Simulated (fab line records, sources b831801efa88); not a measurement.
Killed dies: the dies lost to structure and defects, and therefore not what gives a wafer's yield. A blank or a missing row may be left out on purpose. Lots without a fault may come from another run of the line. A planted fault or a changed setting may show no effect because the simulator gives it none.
A sampling plan put to the test	flow gf180mcu	one fab line, 62 faults that these records tell of, each judged on the records of the lots that it struck; 1 more is left out, because the records don't allow judging it
The line's own looks make up the plan; these are the steps of the route where a gauge or inspection reads the wafer and leaves it unchanged. A look can be judged if struck wafers have a number there and the file gives its usual mean and standard deviation on fault-free wafers. Caught: a look later than the fault's first step finds the struck wafers' mean 4 or more of those standard deviations (sigma) from the usual mean. On the tool: the fault's steps, tested the same way using the tool's own readings. A different recipe on the struck wafers counts as caught too, as does a record blank only for those wafers.

## THE FAULTS, as the simulator had put them in
1. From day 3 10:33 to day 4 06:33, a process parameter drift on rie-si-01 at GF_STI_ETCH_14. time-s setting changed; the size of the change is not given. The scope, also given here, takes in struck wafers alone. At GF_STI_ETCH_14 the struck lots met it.
2. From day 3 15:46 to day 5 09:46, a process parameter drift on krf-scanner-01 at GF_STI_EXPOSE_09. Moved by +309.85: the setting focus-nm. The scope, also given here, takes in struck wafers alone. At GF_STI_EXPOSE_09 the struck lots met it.
3. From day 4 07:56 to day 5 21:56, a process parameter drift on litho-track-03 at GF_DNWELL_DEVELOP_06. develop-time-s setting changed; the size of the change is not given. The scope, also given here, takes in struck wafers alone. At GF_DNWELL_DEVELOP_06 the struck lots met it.
4. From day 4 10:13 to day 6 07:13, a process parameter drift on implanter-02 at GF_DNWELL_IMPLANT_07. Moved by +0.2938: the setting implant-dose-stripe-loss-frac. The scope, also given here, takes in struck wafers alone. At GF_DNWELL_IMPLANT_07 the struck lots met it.
5. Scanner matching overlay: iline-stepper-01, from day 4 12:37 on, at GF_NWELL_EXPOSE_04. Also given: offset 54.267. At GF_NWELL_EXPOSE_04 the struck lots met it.
6. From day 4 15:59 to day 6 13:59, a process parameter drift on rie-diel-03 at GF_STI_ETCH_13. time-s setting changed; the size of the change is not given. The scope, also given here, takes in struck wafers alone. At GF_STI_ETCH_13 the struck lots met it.
7. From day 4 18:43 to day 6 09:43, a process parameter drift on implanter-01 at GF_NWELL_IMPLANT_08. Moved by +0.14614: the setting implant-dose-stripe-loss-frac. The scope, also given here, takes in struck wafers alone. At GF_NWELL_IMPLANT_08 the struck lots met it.
8. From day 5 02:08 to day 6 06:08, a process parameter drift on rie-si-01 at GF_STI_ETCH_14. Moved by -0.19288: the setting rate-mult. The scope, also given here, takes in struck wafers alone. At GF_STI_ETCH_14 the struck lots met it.
9. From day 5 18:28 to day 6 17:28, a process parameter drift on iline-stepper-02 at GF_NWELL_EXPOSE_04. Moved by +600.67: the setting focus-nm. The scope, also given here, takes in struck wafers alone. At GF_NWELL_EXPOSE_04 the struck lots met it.
10. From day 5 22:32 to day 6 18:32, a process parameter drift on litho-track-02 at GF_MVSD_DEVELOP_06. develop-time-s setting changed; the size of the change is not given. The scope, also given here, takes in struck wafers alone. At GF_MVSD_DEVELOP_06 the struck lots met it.
11. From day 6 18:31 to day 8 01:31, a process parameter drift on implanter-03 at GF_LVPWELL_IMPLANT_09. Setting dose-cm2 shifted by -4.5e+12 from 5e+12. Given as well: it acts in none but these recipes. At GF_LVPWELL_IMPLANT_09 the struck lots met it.
12. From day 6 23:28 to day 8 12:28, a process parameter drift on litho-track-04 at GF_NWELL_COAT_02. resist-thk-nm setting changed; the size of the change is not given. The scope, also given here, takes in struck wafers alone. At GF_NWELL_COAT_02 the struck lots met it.
13. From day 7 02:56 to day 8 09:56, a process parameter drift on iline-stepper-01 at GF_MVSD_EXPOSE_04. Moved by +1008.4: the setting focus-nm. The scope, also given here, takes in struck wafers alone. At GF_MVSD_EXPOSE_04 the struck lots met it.
14. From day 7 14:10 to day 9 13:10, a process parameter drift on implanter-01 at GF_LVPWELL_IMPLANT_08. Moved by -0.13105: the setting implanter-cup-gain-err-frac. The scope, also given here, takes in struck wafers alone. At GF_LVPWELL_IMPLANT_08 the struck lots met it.
15. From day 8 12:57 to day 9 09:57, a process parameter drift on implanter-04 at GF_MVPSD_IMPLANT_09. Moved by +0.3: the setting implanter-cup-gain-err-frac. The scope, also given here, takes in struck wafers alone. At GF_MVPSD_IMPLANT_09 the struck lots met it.
16. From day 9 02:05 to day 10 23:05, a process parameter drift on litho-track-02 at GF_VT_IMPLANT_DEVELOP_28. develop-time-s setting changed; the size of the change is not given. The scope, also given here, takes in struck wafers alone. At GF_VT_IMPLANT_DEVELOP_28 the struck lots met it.
17. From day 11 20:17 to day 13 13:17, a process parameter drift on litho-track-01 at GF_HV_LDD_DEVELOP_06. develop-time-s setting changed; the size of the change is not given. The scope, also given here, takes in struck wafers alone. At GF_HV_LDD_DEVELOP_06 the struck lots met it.
18. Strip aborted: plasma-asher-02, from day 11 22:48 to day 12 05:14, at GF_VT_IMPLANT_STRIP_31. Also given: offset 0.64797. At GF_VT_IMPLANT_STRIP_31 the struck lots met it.
19. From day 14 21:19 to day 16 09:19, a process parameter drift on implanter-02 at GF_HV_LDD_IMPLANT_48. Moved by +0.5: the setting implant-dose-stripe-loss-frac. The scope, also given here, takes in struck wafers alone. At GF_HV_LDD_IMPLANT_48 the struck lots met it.
20. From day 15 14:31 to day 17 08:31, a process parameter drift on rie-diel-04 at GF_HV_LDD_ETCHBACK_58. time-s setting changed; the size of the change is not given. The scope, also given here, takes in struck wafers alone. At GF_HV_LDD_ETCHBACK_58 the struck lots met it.
21. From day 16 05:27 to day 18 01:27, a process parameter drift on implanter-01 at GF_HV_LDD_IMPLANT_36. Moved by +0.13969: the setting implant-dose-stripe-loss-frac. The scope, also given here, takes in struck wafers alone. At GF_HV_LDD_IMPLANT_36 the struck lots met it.
22. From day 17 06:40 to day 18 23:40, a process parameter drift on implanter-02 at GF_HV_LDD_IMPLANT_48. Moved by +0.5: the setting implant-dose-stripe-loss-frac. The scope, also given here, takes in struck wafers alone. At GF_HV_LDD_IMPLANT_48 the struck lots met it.
23. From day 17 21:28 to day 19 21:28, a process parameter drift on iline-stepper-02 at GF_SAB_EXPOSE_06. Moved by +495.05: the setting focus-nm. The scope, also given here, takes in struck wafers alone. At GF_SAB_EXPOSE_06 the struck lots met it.
24. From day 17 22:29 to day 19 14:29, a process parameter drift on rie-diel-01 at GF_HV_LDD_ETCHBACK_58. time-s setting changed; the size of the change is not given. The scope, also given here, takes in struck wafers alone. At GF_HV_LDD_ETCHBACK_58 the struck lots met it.
25. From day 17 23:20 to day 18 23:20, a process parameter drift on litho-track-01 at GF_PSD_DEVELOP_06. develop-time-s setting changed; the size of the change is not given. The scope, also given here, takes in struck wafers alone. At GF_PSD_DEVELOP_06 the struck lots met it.
26. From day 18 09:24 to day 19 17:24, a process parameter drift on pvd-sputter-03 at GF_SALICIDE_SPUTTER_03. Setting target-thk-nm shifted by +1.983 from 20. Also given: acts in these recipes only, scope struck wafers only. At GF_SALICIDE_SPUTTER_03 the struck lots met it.
27. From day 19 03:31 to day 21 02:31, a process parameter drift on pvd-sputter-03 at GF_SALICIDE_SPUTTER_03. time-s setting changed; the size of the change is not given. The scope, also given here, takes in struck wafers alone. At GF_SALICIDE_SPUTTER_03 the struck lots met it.
28. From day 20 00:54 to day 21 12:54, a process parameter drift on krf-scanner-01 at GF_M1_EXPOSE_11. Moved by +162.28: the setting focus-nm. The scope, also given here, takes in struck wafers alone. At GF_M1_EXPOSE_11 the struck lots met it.
29. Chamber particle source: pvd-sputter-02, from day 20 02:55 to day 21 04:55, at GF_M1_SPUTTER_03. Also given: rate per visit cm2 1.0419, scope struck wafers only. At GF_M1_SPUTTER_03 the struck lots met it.
30. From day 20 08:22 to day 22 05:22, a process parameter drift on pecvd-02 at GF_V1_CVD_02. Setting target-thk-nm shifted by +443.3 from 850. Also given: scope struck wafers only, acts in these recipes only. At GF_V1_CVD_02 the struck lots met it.
31. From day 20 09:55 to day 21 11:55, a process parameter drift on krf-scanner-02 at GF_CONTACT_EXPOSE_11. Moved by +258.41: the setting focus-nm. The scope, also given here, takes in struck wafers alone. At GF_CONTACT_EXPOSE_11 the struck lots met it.
32. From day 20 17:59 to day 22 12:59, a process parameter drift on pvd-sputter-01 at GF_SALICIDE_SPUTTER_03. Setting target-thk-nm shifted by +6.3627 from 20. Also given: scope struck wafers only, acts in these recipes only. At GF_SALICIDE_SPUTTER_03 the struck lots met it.
33. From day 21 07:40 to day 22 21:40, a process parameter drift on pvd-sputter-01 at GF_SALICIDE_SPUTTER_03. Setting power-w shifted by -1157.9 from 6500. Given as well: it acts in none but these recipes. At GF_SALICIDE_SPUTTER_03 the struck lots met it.
34. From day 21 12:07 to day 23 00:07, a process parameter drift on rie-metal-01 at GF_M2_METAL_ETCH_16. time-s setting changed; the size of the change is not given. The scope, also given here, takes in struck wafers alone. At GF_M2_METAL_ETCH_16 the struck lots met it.
35. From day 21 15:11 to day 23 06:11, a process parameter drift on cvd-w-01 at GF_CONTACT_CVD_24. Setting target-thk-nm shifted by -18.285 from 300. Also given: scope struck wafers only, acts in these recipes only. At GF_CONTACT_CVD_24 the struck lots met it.
36. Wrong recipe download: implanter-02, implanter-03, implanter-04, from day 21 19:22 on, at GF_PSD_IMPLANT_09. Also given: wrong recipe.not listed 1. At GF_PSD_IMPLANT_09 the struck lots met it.
37. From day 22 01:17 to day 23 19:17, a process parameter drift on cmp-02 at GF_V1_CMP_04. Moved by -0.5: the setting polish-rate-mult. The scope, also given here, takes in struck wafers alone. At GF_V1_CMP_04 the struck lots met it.
38. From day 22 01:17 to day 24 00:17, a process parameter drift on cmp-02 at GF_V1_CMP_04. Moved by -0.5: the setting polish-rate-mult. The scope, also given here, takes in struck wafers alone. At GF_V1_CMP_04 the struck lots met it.
39. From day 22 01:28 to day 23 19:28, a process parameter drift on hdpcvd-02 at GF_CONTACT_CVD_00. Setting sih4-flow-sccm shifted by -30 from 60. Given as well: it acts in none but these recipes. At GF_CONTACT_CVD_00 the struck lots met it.
40. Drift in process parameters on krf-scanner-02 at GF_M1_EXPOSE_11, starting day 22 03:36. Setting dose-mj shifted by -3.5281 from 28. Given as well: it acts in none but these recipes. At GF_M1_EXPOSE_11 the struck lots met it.
41. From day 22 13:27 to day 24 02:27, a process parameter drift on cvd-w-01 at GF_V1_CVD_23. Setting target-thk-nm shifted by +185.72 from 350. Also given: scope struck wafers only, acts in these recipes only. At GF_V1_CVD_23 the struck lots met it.
42. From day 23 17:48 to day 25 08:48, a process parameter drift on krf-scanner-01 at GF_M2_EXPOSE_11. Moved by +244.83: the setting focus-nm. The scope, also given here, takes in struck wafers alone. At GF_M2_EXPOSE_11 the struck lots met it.
43. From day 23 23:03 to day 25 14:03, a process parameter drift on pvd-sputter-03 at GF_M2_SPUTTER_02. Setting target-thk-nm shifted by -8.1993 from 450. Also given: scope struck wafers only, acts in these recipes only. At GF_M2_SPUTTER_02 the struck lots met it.
44. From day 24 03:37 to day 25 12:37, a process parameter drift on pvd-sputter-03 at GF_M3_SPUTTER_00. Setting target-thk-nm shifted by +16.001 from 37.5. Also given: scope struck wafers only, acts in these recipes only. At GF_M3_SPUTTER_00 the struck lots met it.
45. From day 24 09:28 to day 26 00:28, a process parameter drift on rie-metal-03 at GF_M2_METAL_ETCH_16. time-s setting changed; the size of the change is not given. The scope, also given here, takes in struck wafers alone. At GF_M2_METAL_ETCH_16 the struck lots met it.
46. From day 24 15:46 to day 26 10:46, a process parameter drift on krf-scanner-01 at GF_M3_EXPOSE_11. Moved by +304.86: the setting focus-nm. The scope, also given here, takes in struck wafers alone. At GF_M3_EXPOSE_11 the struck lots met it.
47. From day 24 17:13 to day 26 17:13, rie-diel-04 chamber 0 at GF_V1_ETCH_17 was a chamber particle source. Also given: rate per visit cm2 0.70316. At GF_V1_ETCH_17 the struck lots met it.
48. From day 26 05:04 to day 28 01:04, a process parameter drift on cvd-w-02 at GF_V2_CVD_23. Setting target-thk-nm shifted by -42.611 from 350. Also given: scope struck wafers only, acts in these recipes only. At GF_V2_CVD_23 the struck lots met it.
49. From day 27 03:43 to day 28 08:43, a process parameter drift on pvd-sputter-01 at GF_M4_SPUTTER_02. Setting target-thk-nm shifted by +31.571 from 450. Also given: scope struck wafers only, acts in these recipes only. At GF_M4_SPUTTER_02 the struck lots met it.
50. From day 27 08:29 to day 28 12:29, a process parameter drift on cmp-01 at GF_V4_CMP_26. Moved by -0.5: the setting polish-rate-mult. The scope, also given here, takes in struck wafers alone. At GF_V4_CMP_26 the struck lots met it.
51. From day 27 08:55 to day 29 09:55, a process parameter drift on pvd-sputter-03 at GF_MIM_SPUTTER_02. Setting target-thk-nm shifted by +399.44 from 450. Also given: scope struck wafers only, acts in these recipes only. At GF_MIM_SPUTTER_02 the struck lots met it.
52. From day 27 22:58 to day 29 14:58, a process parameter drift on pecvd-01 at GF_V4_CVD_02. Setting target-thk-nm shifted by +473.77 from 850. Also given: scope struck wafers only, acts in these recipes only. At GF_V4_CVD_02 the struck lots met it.
53. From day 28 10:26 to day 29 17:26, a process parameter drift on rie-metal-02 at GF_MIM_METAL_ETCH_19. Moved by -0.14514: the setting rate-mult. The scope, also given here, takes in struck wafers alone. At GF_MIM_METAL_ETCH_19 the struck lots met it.
54. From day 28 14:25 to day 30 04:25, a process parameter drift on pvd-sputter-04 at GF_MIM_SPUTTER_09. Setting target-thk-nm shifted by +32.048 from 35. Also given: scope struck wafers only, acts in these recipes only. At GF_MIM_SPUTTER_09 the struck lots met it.
55. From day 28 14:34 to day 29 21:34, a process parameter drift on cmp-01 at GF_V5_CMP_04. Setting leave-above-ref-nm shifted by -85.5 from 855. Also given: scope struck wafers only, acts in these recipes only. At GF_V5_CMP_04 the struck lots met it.
56. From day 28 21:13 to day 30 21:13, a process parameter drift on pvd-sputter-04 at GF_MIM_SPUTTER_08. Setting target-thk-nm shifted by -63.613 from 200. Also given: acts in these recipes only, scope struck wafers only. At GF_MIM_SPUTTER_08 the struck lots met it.
57. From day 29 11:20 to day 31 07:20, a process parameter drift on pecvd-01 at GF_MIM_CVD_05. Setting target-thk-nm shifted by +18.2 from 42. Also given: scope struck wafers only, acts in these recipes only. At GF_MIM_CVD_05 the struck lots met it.
58. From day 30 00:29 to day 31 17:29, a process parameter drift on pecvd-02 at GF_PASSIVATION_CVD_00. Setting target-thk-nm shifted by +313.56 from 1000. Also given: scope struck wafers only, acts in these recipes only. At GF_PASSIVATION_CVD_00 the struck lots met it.
59. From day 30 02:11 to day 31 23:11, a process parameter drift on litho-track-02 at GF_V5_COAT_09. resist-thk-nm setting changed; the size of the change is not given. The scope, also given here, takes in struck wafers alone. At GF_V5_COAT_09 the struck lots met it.
60. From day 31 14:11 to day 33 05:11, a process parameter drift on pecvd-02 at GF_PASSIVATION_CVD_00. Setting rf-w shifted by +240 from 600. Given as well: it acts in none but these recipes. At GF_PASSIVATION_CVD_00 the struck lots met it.
61. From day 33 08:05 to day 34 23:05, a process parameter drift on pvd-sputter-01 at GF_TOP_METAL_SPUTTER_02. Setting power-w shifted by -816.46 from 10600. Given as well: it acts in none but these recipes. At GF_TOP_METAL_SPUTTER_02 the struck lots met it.
62. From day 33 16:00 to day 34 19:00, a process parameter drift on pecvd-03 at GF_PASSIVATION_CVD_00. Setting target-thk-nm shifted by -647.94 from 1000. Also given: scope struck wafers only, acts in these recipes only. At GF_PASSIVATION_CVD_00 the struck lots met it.

## WHAT THE PLAN SAW
fault	on the tool itself	first look that catches it	reading, sigma	median hours from its first step to that look	hours from the fault's start to the first struck lot there	judged looks passed uncaught
1	run-length-s -24 sigma	none of the 2 looks that can be judged after it	-	-	-	2
2	under 2 sigma	GF_STI_CD_MEAS_12	cd-nm -28	6.8	9	0
3	under 2 sigma	not the one look that can be judged after it	-	-	-	1
4	no reading that can be judged	none of the 5 looks that can be judged after it	-	-	-	5
5	no reading that can be judged	GF_NWELL_OVL_MEAS_07	NWELL_OVL +45	7.5	15	0
6	run-length-s -38 sigma	none of the 2 looks that can be judged after it	-	-	-	2
7	under 2 sigma	GF_NWELL_TW_MEAS_11	NWELL_TW -4.7	0.4	3	0
8	oes-product-au -17 sigma	none of the 2 looks that can be judged after it	-	-	-	2
9	under 2 sigma	none of the 5 looks that can be judged after it	-	-	-	5
10	no reading that can be judged	not the one look that can be judged after it	-	-	-	1
11	dose-ions-cm2 -99 or beyond sigma	GF_LVPWELL_TW_MEAS_11	LVPWELL_TW -8.2	0.2	6	0
12	under 2 sigma	no look after it can be judged	-	-	-	0
13	under 2 sigma	none of the 5 looks that can be judged after it	-	-	-	5
14	beam-on-s +7.6 sigma	GF_LVPWELL_TW_MEAS_11	LVPWELL_TW +5.4	0.4	4	0
15	faraday-current-uA +14 sigma	GF_VT_IMPLANT_RS_MEAS_49	MVPSD_RS +13	74.4	76	2
16	no reading that can be judged	GF_VT_IMPLANT_TW_MEAS_32	VT_IMPLANT_3_TW -99 or beyond	0.4	4	0
17	no reading that can be judged	GF_HV_LDD_CD_MEAS_07	cd-nm -76	0.1	0	0
18	oes-product-au +50 sigma	GF_VT_IMPLANT_TW_MEAS_43	VT_IMPLANT_4_TW -99 or beyond	19.4	26	1
19	no reading that can be judged	none of the 4 looks that can be judged after it	strongest: HV_LDD_4_TW at GF_HV_LDD_TW_MEAS_50, -3.3	-	-	4
20	run-length-s -21 sigma	none of the 6 looks that can be judged after it	-	-	-	6
21	no reading that can be judged	none of the 7 looks that can be judged after it	strongest: HV_LDD_3_TW at GF_HV_LDD_TW_MEAS_38, -2.2	-	-	7
22	under 2 sigma	not the one look that can be judged after it	strongest: HV_LDD_4_TW at GF_HV_LDD_TW_MEAS_50, -3.3	-	-	1
23	under 2 sigma	GF_SAB_CD_MEAS_09	cd-nm -14	11.8	16	0
24	run-length-s -47 sigma	no look after it can be judged	-	-	-	0
25	no reading that can be judged	GF_PSD_CD_MEAS_07	cd-nm +5.2	0.1	10	0
26	under 2 sigma	GF_SALICIDE_THK_MEAS_05	SALICIDE_TIN_THK +8.8	0.2	32	0
27	under 2 sigma	GF_SALICIDE_RS_MEAS_04	SALICIDE_TIN_RS +4.8	0.0	14	0
28	no reading that can be judged	GF_M1_CD_MEAS_14	cd-nm -5.0	12.3	43	0
29	under 2 sigma	none of the 2 looks that can be judged after it	-	-	-	2
30	under 2 sigma	GF_V1_THK_MEAS_03	V1_CVD_02_THK +40	0.1	36	0
31	no reading that can be judged	GF_CONTACT_CD_MEAS_14	cd-nm -5.9	11.9	17	0
32	under 2 sigma	GF_SALICIDE_RS_MEAS_04	SALICIDE_TIN_RS -6.4	0.0	12	0
33	cathode-dc-power-W -99 or beyond sigma	GF_SALICIDE_RS_MEAS_04	SALICIDE_TIN_RS +4.2	0.0	2	0
34	run-length-s +45 sigma	not the one look that can be judged after it	-	-	-	1
35	under 2 sigma	GF_CONTACT_RS_MEAS_25	CONTACT_W_RS +7.8	0.1	21	0
36	no reading that can be judged	GF_PSD_TW_MEAS_11	PSD_TW +18	0.2	8	0
37	time-to-endpoint-s +4.9 sigma	no look after it can be judged	-	-	-	0
38	only faintly: time-to-endpoint-s +3.9 sigma	no look after it can be judged	-	-	-	0
39	sih4-flow-sccm -99 or beyond sigma	GF_CONTACT_THK_MEAS_01	CONTACT_CVD_00_THK -58	0.0	6	0
40	exposure-dose-mJ-cm2 -99 or beyond sigma	GF_M1_CD_MEAS_14	cd-nm +18	11.5	17	0
41	under 2 sigma	GF_V1_RS_MEAS_24	V1_W_RS -36	0.1	18	0
42	no reading that can be judged	GF_M2_CD_MEAS_14	cd-nm -13	10.1	42	0
43	under 2 sigma	not the one look that can be judged after it	strongest: M2_ALCU_RS at GF_M2_RS_MEAS_05, +3.6	-	-	1
44	under 2 sigma	no look after it can be judged	-	-	-	0
45	run-length-s -13 sigma	not the one look that can be judged after it	-	-	-	1
46	no reading that can be judged	GF_M3_CD_MEAS_14	cd-nm -17	10.9	23	0
47	under 2 sigma	none of the 6 looks that can be judged after it	-	-	-	6
48	under 2 sigma	GF_V2_RS_MEAS_24	V2_W_RS +14	0.1	20	0
49	under 2 sigma	GF_M4_RS_MEAS_05	M4_ALCU_RS -7.1	0.1	6	0
50	overpolish-run-s -99 or beyond sigma	no look after it can be judged	-	-	-	0
51	under 2 sigma	no look after it can be judged	-	-	-	0
52	under 2 sigma	GF_V4_THK_MEAS_03	V4_CVD_02_THK +51	0.1	36	0
53	oes-product-au -4.7 sigma	no look after it can be judged	-	-	-	0
54	under 2 sigma	GF_MIM_THK_MEAS_11	MIM_ALCU_THK -5.0	0.2	3	0
55	under 2 sigma	not the one look that can be judged after it	-	-	-	1
56	under 2 sigma	GF_MIM_RS_MEAS_10	MIM_ALCU_RS +44	0.1	4	0
57	under 2 sigma	GF_MIM_THK_MEAS_06	MIM_CVD_05_THK +34	0.0	11	0
58	under 2 sigma	GF_PASSIVATION_THK_MEAS_01	PASSIVATION_CVD_00_THK +24	0.1	9	0
59	no reading that can be judged	no look after it can be judged	-	-	-	0
60	rf-fwd-power-W +99 or beyond sigma	GF_PASSIVATION_THK_MEAS_01	PASSIVATION_CVD_00_THK +7.8	0.1	5	0
61	cathode-dc-power-W -99 or beyond sigma	GF_TOP_METAL_RS_MEAS_05	TOP_METAL_ALCU_RS +7.1	0.1	11	0
62	under 2 sigma	GF_PASSIVATION_THK_MEAS_01	PASSIVATION_CVD_00_THK -49	0.1	5	0
Dash: fault not caught, or number not given in these records.

Caught at a look: 35 of 62. Caught on the tool: 19 of 62. By one or the other: 45 of 62.
On the tool alone, faults 1, 6, 8, 20, 24, 34, 37, 45, 50, 53 were caught.
Caught at a look alone: faults 2, 5, 7, 16, 17, 23, 25, 26, 27, 28, 30, 31, 32, 35, 36, 41, 42, 46, 48, 49, 52, 54, 56, 57, 58, 62.
Caught by neither: faults 3, 4, 9, 10, 12, 13, 19, 21, 22, 29, 38, 43, 44, 47, 51, 55, 59.

## THINNER SAMPLING
If the look that catches a fault measured only every second or every third lot, by lot number, the first struck lot would be measured this late in the worst case:
fault	struck lots at that look, in order of time	every lot	every second lot	every third lot
2	L789, L793, L794	9 h	34 h	34 h
5	L768, L772	15 h	may miss all 2	may miss all 2
7	L606, L607, L610	3 h	9 h	may miss all 3
11	L764, L765	6 h	10 h	may miss all 2
14	L743, L744, L745	4 h	8 h	14 h
15	L255, L256, L257	76 h	84 h	90 h
16	L269, L271, L273	4 h	may miss all 3	32 h
17	L904, L906	0 h	may miss all 2	may miss all 2
18	L872	26 h	may miss it	may miss it
23	L709, L711, L714	16 h	56 h	may miss all 3
25	L178, L179	10 h	16 h	may miss all 2
26	L499	32 h	may miss it	may miss it
27	L990, L993	14 h	39 h	may miss all 2
28	L722	43 h	may miss it	may miss it
30	L249	36 h	may miss it	may miss it
31	L237, L238, L239	17 h	22 h	33 h
32	L315, L316, L318	12 h	16 h	may miss all 3
33	L655, L657	2 h	may miss all 2	may miss all 2
35	L539, L541	21 h	may miss all 2	may miss all 2
36	L490, L491	8 h	13 h	may miss all 2
39	L299, L302	6 h	32 h	may miss all 2
40	L267, L268	17 h	28 h	may miss all 2
41	L953	18 h	may miss it	may miss it
42	L950	42 h	may miss it	may miss it
46	L717, L718	23 h	30 h	may miss all 2
48	L502	20 h	may miss it	may miss it
49	L679	6 h	may miss it	may miss it
52	L749	36 h	may miss it	may miss it
54	L247, L248, L252	3 h	11 h	37 h
56	L640	4 h	may miss it	may miss it
57	L526, L527	11 h	16 h	may miss all 2
58	L757, L760, L762	9 h	20 h	may miss all 3
60	L853, L855	5 h	may miss all 2	may miss all 2
61	L803, L805	11 h	may miss all 2	may miss all 2
62	L660, L661	5 h	9 h	may miss all 2
Hours count from the start of the fault until the first struck lot that is measured. 4 sigma limit: tested on the pooled struck wafers, so a lone lot may be under it. Other struck lots may not be in these records.

## THE LONGEST TIMED WAY FROM STEP TO LOOK
Fault 15: the median time between GF_MVPSD_IMPLANT_09 and GF_VT_IMPLANT_RS_MEAS_49 is 74.4 hours. The looks between them that can be judged stayed within 4 sigma: GF_MVPSD_TW_MEAS_11, GF_VT_IMPLANT_RS_MEAS_46.
